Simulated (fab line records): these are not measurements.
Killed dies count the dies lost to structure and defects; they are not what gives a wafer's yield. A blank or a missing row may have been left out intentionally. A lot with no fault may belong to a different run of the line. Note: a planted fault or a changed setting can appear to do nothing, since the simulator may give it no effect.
Which tool was responsible? || flow gf180mcu || Sampling: 12 lots, 36 wafers, 2 of 602 route steps

## WHAT THE GAUGES SHOWED, per wafer
GF_V3_THK_MEAS_03.
{"lot": "L075", "measured": "day 21 17:07", "on": "film metro-04", "V3_CVD_02_THK (nm)": "840 842 848"}
{"lot": "L077", "measured": "day 22 13:28", "on": "film metro-01", "V3_CVD_02_THK (nm)": "846 852 855"}
{"lot": "L079", "measured": "day 23 06:20", "on": "film metro-01", "V3_CVD_02_THK (nm)": "853 853 854"}
{"lot": "L081", "measured": "day 24 07:08", "on": "film metro-02", "V3_CVD_02_THK (nm)": "845 861 872"}
{"lot": "L082", "measured": "day 24 13:19", "on": "film metro-02", "V3_CVD_02_THK (nm)": "854 865 851"}
{"lot": "L085", "measured": "day 25 23:14", "on": "film metro-04", "V3_CVD_02_THK (nm)": "844 858 871"}
{"lot": "L088", "measured": "day 26 04:08", "on": "film metro-01", "V3_CVD_02_THK (nm)": "839 852 861"}
{"lot": "L089", "measured": "day 27 00:08", "on": "film metro-02", "V3_CVD_02_THK (nm)": "838 856 861"}
{"lot": "L091", "measured": "day 27 05:05", "on": "film metro-02", "V3_CVD_02_THK (nm)": "856 846 854"}
{"lot": "L093", "measured": "day 27 23:13", "on": "film metro-01", "V3_CVD_02_THK (nm)": "848 842 858"}
{"lot": "L095", "measured": "day 28 15:28", "on": "film metro-04", "V3_CVD_02_THK (nm)": "843 856 861"}
{"lot": "L097", "measured": "day 28 20:16", "on": "film metro-02", "V3_CVD_02_THK (nm)": "839 827 842"}

## EACH LOT AND THE TOOL THAT RAN IT (in order: tool; ch and the chambers of the sampled wafers; start)
{"lot": "L075", "GF_V2_SPUTTER_21": "pvd sputter-02, day 20 14:50"}
{"lot": "L077", "GF_V2_SPUTTER_21": "pvd sputter-02, day 21 12:11"}
{"lot": "L079", "GF_V2_SPUTTER_21": "pvd sputter-02, day 22 05:50"}
{"lot": "L081", "GF_V2_SPUTTER_21": "pvd sputter-04, day 23 07:03"}
{"lot": "L082", "GF_V2_SPUTTER_21": "pvd sputter-02, day 23 13:50"}
{"lot": "L085", "GF_V2_SPUTTER_21": "pvd sputter-02, day 25 00:14"}
{"lot": "L088", "GF_V2_SPUTTER_21": "pvd sputter-04, day 25 05:47"}
{"lot": "L089", "GF_V2_SPUTTER_21": "pvd sputter-01, day 26 01:50"}
{"lot": "L091", "GF_V2_SPUTTER_21": "pvd sputter-01, day 26 06:53"}
{"lot": "L093", "GF_V2_SPUTTER_21": "pvd sputter-01, day 27 00:48"}
{"lot": "L095", "GF_V2_SPUTTER_21": "pvd sputter-02, day 27 17:17"}
{"lot": "L097", "GF_V2_SPUTTER_21": "pvd sputter-04, day 27 22:50"}
- GF_V2_SPUTTER_21: material Ti, target thk 15 nm, time 80.02 s.

## THE ANSWER, worked out from the rows above alone
Rule: what is usual is taken from the lots themselves. The widest of any qualifying gaps counts: lots, ordered by their means at a reading, are off when they make up no more than a third of the lots, leave a main group of 4 or more, and stand apart from it by 3 or more times the standard deviation of that group's means. The tables above print the reading to a certain number of digits; a main group whose means all agree to those digits is not used. A lot without any number at a reading at which 4 lots or more have one is off too. The other lots that the step has rows for count as sound.
None of the lots is off at any reading shown; this tells nothing.

## WHAT HAD BEEN PUT IN BY THE SIMULATOR
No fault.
